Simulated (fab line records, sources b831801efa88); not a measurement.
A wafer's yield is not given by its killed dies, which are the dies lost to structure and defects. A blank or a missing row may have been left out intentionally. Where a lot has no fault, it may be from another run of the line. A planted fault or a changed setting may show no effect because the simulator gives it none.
Struck lot and sound lot, side by side + flow sfq_line + 14 steps out of a route of 325
Sound: these wafers, L471.1, L471.3, L471.4. The struck wafers were L466.1, L466.2, L466.6. At the end, the cause is stated.
Per side, at each step with rows, come the tool, then ch with its chambers, and then its first start. Under that, the readings that differ: sound wafers + struck wafers + difference of the means + sigmas: that difference in standard deviations of wafers without a fault.
alike: readings whose means differ by less than 2 such deviations, and words and numbers that are the same on both sides. not compared: withheld readings, readings that some wafer has no value for, bounds like >300 that may hide the same value, and numbers for which the record gives no deviation and whose values overlap.
Wherever a step has rows on one side only, a row that says differs or no value, or a row with sigmas, the two part there. When numbers do not overlap yet have no deviation, they are printed without sigmas and do not part them. Lack of a reading on every wafer of one side parts them only where that side has two or more wafers.

first, 2 steps without rows for these wafers: SFQ_TRILAYER_I2_VIA_STRIP_SOLV_CLEAN_072 (cleans in NMP, time 600 s); SFQ_TRILAYER_M3_DEP_PRE_CLEAN_074 (time 22.5 s).
SFQ_TRILAYER_M3_DEP_SPUTTER_073: material Nb, target thk 200 nm, time 133.3 s.
  sound on pvd_sputter-04 at day 47 00:24; struck on pvd_sputter-06 at day 45 13:36
  alike: resputter_cathode_voltage_v, substrate_temp_c, throttle_valve_pct
SFQ_M3_RS_MEAS_919: uses a four-point probe to measure.
  sound on film_metro-01 at day 47 00:29; struck on film_metro-01 at day 45 13:41
| reading           | sound             | struck            | difference | sigmas |
|-------------------|-------------------|-------------------|------------|--------|
| M3_NB_RS (ohm/sq) | 0.902 0.890 0.891 | 0.881 0.876 0.872 | -0.018     | -2     |
then, 6 steps without rows for these wafers: SFQ_TRILAYER_M3_LITHO_COAT_080 (resist thk 62 nm); SFQ_TRILAYER_M3_LITHO_COAT_075 (resist thk 600 nm); SFQ_TRILAYER_M3_LITHO_SOFTBAKE_079; SFQ_TRILAYER_M3_LITHO_EXPOSE_076 (exposes mask M3, target cd 500 nm); SFQ_TRILAYER_M3_LITHO_PEB_078 (peb time 60 s); SFQ_TRILAYER_M3_LITHO_DEVELOP_077 (time 60 s).
-- the record jumps here: 5 days lie between the struck wafers' starts before and after --
SFQ_M3_OVL_MEAS_921:
  sound on overlay-01 at day 52 02:39; struck on overlay-01 at day 50 09:09
  alike: M3_OVL
SFQ_TRILAYER_M3_BARC_OPEN_METAL_ETCH_100: etches BARC in O2, target depth 125 nm, time 41.7 s.
  sound on rie_metal-04 ch 0,1, day 52 02:41; struck on rie_metal-01 ch 0,1, day 50 09:11
| reading                                             | sound             | struck            | difference | sigmas |
|-----------------------------------------------------|-------------------|-------------------|------------|--------|
| model.KrF_of_TRILAYER_M3_LITHO_COAT_075.thk_nm (nm) | 522.2 524.6 522.4 | 495.4 495.8 495.3 | -27.6      |        |
  alike: drypump_motor_current_A, oes_product_au, rf_fwd_power_W
  not compared: rf_hours_counter_h
SFQ_TRILAYER_M3_ETCH_METAL_ETCH_078: etches Nb in Cl2/Ar, stops on SiO2, target depth 240 nm, time 120 s.
  sound on rie_metal-04 ch 0,1, day 52 02:45; struck on rie_metal-01 ch 0,1, day 50 09:15
| reading                                             | sound             | struck          | difference | sigmas |
|-----------------------------------------------------|-------------------|-----------------|------------|--------|
| model.KrF_of_TRILAYER_M3_LITHO_COAT_075.thk_nm (nm) | 379.3 380.8 379.8 | 357 354.7 354.4 | -25        |        |
  alike: drypump_motor_current_A, oes_product_au, rf_fwd_power_W
  not compared: rf_hours_counter_h
SFQ_TRILAYER_M3_STRIP_STRIP_079: strips in O2.
  sound on rie_metal-04 ch 0,1, day 52 02:52; struck on rie_metal-01 ch 0,1, day 50 09:22
  alike: drypump_motor_current_A, oes_product_au, platen_temp_c
  not compared: rf_hours_counter_h

== WHERE THEY PART ==
Within this record, at SFQ_M3_RS_MEAS_919 only. Later steps at which nothing parts them and some readings are alike: SFQ_M3_OVL_MEAS_921, SFQ_TRILAYER_M3_BARC_OPEN_METAL_ETCH_100, SFQ_TRILAYER_M3_ETCH_METAL_ETCH_078, SFQ_TRILAYER_M3_STRIP_STRIP_079.

WHY: what the simulator had put in
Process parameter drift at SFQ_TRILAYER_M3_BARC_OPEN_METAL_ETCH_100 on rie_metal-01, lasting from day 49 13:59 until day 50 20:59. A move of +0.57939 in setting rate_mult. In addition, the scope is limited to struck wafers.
